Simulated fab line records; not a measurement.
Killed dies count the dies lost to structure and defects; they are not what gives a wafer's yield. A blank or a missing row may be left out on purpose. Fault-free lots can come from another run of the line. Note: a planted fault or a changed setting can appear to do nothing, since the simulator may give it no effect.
fab line records -- flow gf180mcu
record: lots: 6, wafers: 18, last_day: 34
route steps=602 shown M1@334 V1@335
lots that met no fault: taken from a fault-free run of the same line
start_h: the number of hours between the record's first day and the start of the first shown wafer of the lot -- wait_h: how many hours have passed since the lot's step before this one -- " unchanged from the row above -- L1.1+2: several wafers, shown together as one row -- - value missing, or start not given -- * or withheld: withheld -- < > ~ a bound
route shown NAME@n: names a module that has steps shown in the file, with the first one's number in the route -- usual: the fault-free wafers' mean and standard deviation -- same: alike in all rows -- chamber/n: place in a boat -- sites: each site's reading -- _std_site: the values' standard deviation -- _edge_site: inner sites' mean taken away from outer sites' mean -- radius_mm: how far each site lies from the wafer's centre -- mask NAME#n: copy n -- behind: tool/chamber where the wafer was last shaped -- hold: what put the lot on hold/how long, in hours/how the hold closed -- device: which transistor (n, p or np) failed to switch -- end of line: tests run on the same wafers once the route is complete -- a step given without rows: its recipe and nothing more -- killed: the dies lost at the first sort to structure and to defects; this is not the yield of the wafer -- map: a wafer's dies, x killed, . not, _ none there
set.NAME: the run value of the setting; set.NAME@STEP: its run value at that earlier step -- model.NAME: the simulator's own value behind a step, which no gauge read
lots at some steps of the route; a table a step, a row a wafer
services: the hour from which a tool's chamber was out of use, counted from the record's first day as start_h (under 0 if before that day), plus the number of hours and why
== steps ==
step: GF_M1_CLEAN_19
recipe: chemistry: DIW, dry: n2_spin
step: GF_V1_CVD_00
recipe: material: SiO2, target_thk_nm: 600, sigma_open_frac: 0.3, temp_c: 400, time_s: 102.8, sih4_flow_sccm: 60, pressure_mtorr: 6
step: GF_V1_THK_MEAS_01
recipe: reads: SiO2_of_V1_CVD_00
usual: V1_CVD_00_THK: 616/7
lot.wafer,tool,chamber,start_h,wait_h,V1_CVD_00_THK[nm]
L411.1,film_metro-02,-,459.25,0.0,616
L411.3,film_metro-02,-,459.25,0.0,614
L411.4,film_metro-02,-,459.25,0.0,620
L418.1,film_metro-02,-,535.97,0.0,612
L418.2,film_metro-02,-,535.97,0.0,614
L418.6,film_metro-02,-,535.97,0.0,613
L421.1,film_metro-02,-,540.92,0.0,623
L421.3,film_metro-02,-,540.92,0.0,626
L421.4,film_metro-02,-,540.92,0.0,622
L425.2,film_metro-01,-,569.02,0.0,609
L425.3,film_metro-01,-,569.02,0.0,609
L425.5,film_metro-01,-,569.02,0.0,605
L426.1,film_metro-03,-,573.75,0.0,614
L426.3,film_metro-03,-,573.75,0.0,606
L426.5,film_metro-03,-,573.75,0.0,612
L427.1,film_metro-03,-,580.94,0.0,611
L427.2,film_metro-03,-,580.94,0.0,610
L427.4,film_metro-03,-,580.94,0.0,612
step: GF_V1_CVD_02
recipe: material: SiO2, target_thk_nm: 850, precursor: TEOS, temp_c: 400, time_s: 94.851, rf_w: 600
usual: heater_power_w: 642/110, rf_fwd_power_W: 596.0/1.9, susceptor_temp_C: 399.96/0.24
same: time_s: 94.851
lot.wafer,tool,chamber,start_h,wait_h,heater_power_w,rf_fwd_power_W,since_wet_clean_h,susceptor_temp_C
L411.1,pecvd-03,1,459.31,0.1,553,600.8,285,399.58
L411.3,pecvd-03,0,459.31,0.1,483,599.1,285,399.78
L411.4,pecvd-03,0,459.31,0.1,492,594.6,-,399.81
L418.1,pecvd-01,1,536.03,0.1,867,596.3,153,399.76
L418.2,pecvd-01,2,536.03,0.1,768,596.3,153,399.92
L418.6,pecvd-01,0,536.03,0.1,640,593.3,-,400.15
L421.1,pecvd-04,1,540.98,0.1,560,593.6,783,400.32
L421.3,pecvd-04,2,540.98,0.1,646,597.0,783,399.51
L421.4,pecvd-04,1,540.98,0.1,592,597.0,-,400.05
L425.2,pecvd-04,1,569.07,0.0,563,590.9,811,399.85
L425.3,pecvd-04,2,569.07,0.0,566,594.5,811,399.76
L425.5,pecvd-04,2,569.07,0.0,624,595.6,-,400.40
L426.1,pecvd-01,2,573.81,0.1,666,594.4,191,399.84
L426.3,pecvd-01,0,573.81,0.1,672,593.3,191,400.04
L426.5,pecvd-01,0,573.81,0.1,541,592.7,-,400.19
L427.1,pecvd-03,1,581.00,0.1,585,598.2,406,399.85
L427.2,pecvd-03,2,581.00,0.1,514,596.7,406,399.81
L427.4,pecvd-03,0,581.00,0.1,510,598.3,-,400.02
step: GF_V1_THK_MEAS_03
recipe: reads: SiO2_of_V1_CVD_02
usual: V1_CVD_02_THK: 848/10
lot.wafer,tool,chamber,start_h,wait_h,V1_CVD_02_THK[nm]
L411.1,film_metro-01,-,459.38,0.0,856
L411.3,film_metro-01,-,459.38,0.0,847
L411.4,film_metro-01,-,459.38,0.0,856
L418.1,film_metro-01,-,536.10,0.0,841
L418.2,film_metro-01,-,536.10,0.0,832
L418.6,film_metro-01,-,536.10,0.0,844
L421.1,film_metro-03,-,541.05,0.0,843
L421.3,film_metro-03,-,541.05,0.0,840
L421.4,film_metro-03,-,541.05,0.0,852
L425.2,film_metro-02,-,569.15,0.0,824
L425.3,film_metro-02,-,569.15,0.0,840
L425.5,film_metro-02,-,569.15,0.0,845
L426.1,film_metro-02,-,573.88,0.0,836
L426.3,film_metro-02,-,573.88,0.0,837
L426.5,film_metro-02,-,573.88,0.0,854
L427.1,film_metro-01,-,581.07,0.0,855
L427.2,film_metro-01,-,581.07,0.0,852
L427.4,film_metro-01,-,581.07,0.0,858
step: GF_V1_CMP_04
recipe: material: SiO2, down_force_psi: 4, platen_rpm: 60, pad_velocity_m_s: 0.94248
usual: edge_zone_pressure_frac: 1.000/0.0048, motor_current_A: 11.4/1.2, time_to_endpoint_s: 80/4.4
lot.wafer,tool,chamber,start_h,wait_h,edge_zone_pressure_frac,motor_current_A,time_to_endpoint_s
L411.4,cmp-01,1,459.44,0.0,1.000,13.6,83
L411.3,cmp-01,3,459.44,0.0,0.990,11.8,79
L411.1,cmp-01,0,459.44,0.0,0.997,10.2,82
L418.1,cmp-02,0,536.16,0.1,0.999,10.6,75
L418.2,cmp-02,2,536.16,0.1,1.004,9.8,74
L418.6,cmp-02,0,536.16,0.1,1.006,10.4,80
L421.3,cmp-01,0,541.11,0.0,0.996,9.9,75
L421.4,cmp-01,2,541.11,0.0,1.006,10.6,84
L421.1,cmp-01,3,541.11,0.0,0.999,12.2,79
L425.3,cmp-01,0,569.30,0.1,0.997,9.3,76
L425.2,cmp-01,1,569.30,0.1,1.002,13.9,72
L425.5,cmp-01,3,569.30,0.1,0.993,11.7,78
L426.1,cmp-01,1,574.52,0.6,0.996,12.6,78
L426.3,cmp-01,2,574.52,0.6,0.998,10.6,78
L426.5,cmp-01,0,574.52,0.6,0.997,9.7,83
L427.2,cmp-02,2,581.13,0.0,0.997,9.9,80
L427.4,cmp-02,3,581.13,0.0,1.002,12.0,83
L427.1,cmp-02,1,581.13,0.0,0.999,13.1,78
step: GF_V1_BOW_MEAS_05
recipe: mode: bow
usual: V1_BOW: 86/7.3
lot.wafer,tool,chamber,start_h,wait_h,V1_BOW[um]
L411.1,film_metro-03,-,459.74,0.1,82
L411.3,film_metro-03,-,459.74,0.1,88
L411.4,film_metro-03,-,459.74,0.1,88
L418.1,film_metro-03,-,536.50,0.3,83
L418.2,film_metro-03,-,536.50,0.3,71
L418.6,film_metro-03,-,536.50,0.3,91
L421.1,film_metro-01,-,541.41,0.1,89
L421.3,film_metro-01,-,541.41,0.1,89
L421.4,film_metro-01,-,541.41,0.1,89
L425.2,film_metro-03,-,569.52,0.1,92
L425.3,film_metro-03,-,569.52,0.1,95
L425.5,film_metro-03,-,569.52,0.1,79
L426.1,film_metro-01,-,574.77,0.2,92
L426.3,film_metro-01,-,574.77,0.2,91
L426.5,film_metro-01,-,574.77,0.2,93
L427.1,film_metro-02,-,581.43,0.1,85
L427.2,film_metro-02,-,581.43,0.1,86
L427.4,film_metro-02,-,581.43,0.1,79
step: GF_V1_DEHYDRATE_06
recipe: temp_c: 200, time_s: 60
step: GF_V1_HMDS_07
recipe: prime_time_s: 60, prime_temp_c: 120
step: GF_V1_COAT_08
recipe: resist: BARC, temp_c: withheld, time_s: withheld, spin_rpm: withheld, resist_thk_nm: withheld
step: GF_V1_COAT_09
recipe: resist: KrF, spin_rpm: withheld, resist_thk_nm: 1000
step: GF_V1_SOFTBAKE_10
recipe: temp_c: 130, time_s: 60, resist: KrF
step: GF_V1_EXPOSE_11
recipe: mask_id: Via1, target_cd_nm: 260, na: 0.68, source_shape: conventional, sigma_outer: 0.6, dose_mj: 38
usual: exposure_dose_mJ_cm2: 38.00/0.037, focus_offset_nm: 0.1/0.53, stage_vel_mm_s: 500.06/0.24
lot.wafer,tool,chamber,start_h,wait_h,mask,exposure_dose_mJ_cm2,focus_offset_nm,stage_vel_mm_s
L411.1,krf_scanner-01,0,471.55,-,Via1#0,38.00,-0.1,499.96
L411.3,krf_scanner-01,0,471.55,-,Via1#0,38.07,0.8,500.00
L411.4,krf_scanner-01,0,471.55,-,Via1#0,38.06,-0.2,499.98
L418.1,krf_scanner-01,-,547.46,-,Via1#0,-,-,-
L418.2,krf_scanner-01,-,547.46,-,Via1#0,-,-,-
L418.6,krf_scanner-01,-,547.46,-,Via1#0,-,-,-
L421.1,krf_scanner-02,-,553.10,-,Via1#0,-,-,-
L421.3,krf_scanner-02,-,553.10,-,Via1#0,-,-,-
L421.4,krf_scanner-02,-,553.10,-,Via1#0,-,-,-
L425.2,krf_scanner-02,0,580.62,-,Via1#0,38.00,-0.3,500.11
L425.3,krf_scanner-02,0,580.62,-,Via1#0,38.00,0.4,500.34
L425.5,krf_scanner-02,0,580.62,-,Via1#0,38.00,-0.5,500.25
L426.1,krf_scanner-01,0,585.88,-,Via1#0,38.06,-0.2,499.97
L426.3,krf_scanner-01,0,585.88,-,Via1#0,38.01,1.0,500.28
L426.5,krf_scanner-01,0,585.88,-,Via1#0,38.05,0.5,499.85
L427.1,krf_scanner-02,0,592.45,-,Via1#0,38.03,-1.2,500.11
L427.2,krf_scanner-02,0,592.45,-,Via1#0,37.98,-1.1,499.95
L427.4,krf_scanner-02,0,592.45,-,Via1#0,37.99,-0.1,500.00
step: GF_V1_PEB_12
recipe: peb_temp_c: 135, peb_time_s: 90, resist: KrF
== services ==
tool,chamber,start_h,hours,kind
krf_scanner-02,-,441.38,1.0,pm
pecvd-03,-,452.29,6.0,pm
pecvd-03,-,461.00,14.6,pm
cmp-02,-,470.09,2.8,repair
krf_scanner-01,-,474.34,0.8,pm
pecvd-04,2,480.81,1.9,repair
cmp-01,-,508.21,10.6,pm
krf_scanner-01,-,514.74,1.3,pm
cmp-02,-,531.26,1.4,repair
krf_scanner-02,-,543.59,1.3,pm
pecvd-01,-,547.25,1.1,repair
krf_scanner-02,-,570.52,0.8,pm
cmp-02,-,572.00,4.0,pm
cmp-02,-,576.00,-,consumable_replace:conditioner
cmp-02,-,576.00,-,consumable_replace:pad
krf_scanner-01,-,576.04,0.3,repair
pecvd-04,-,577.53,6.0,pm
krf_scanner-01,-,577.93,1.0,pm
cmp-02,-,584.39,2.3,repair
pecvd-04,-,591.12,14.0,pm
pecvd-04,0,591.12,16.2,vent_cycle
pecvd-04,1,591.12,16.2,vent_cycle
pecvd-04,2,591.12,16.2,vent_cycle
== key ==
first_sign: step: GF_V1_EXPOSE_11, reading: tool_record, direction: missing
effect none on later readings
met_at GF_V1_EXPOSE_11
struck_wafers L418.1,L418.2,L418.6,L421.1,L421.3,L421.4
later_rows_left_out L418.1,L418.2,L418.6,L421.1,L421.3,L421.4
sort_left_out L418.1,L418.2,L418.6,L421.1,L421.3,L421.4
onset_between 471.55 547.46
fault: kind: skipped_step_whole, tool: krf_scanner-01,krf_scanner-02, chamber: -, onset_h: 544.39, steps: GF_V1_EXPOSE_11, scope: struck_lots_only
sort_left_out: the simulated sort isn't trusted on such a fault, so these wafers' sort isn't shown, and their yield isn't known
later_rows_left_out: the simulator's readings of these wafers behind a module that went badly wrong aren't trusted and aren't shown, but for the sort
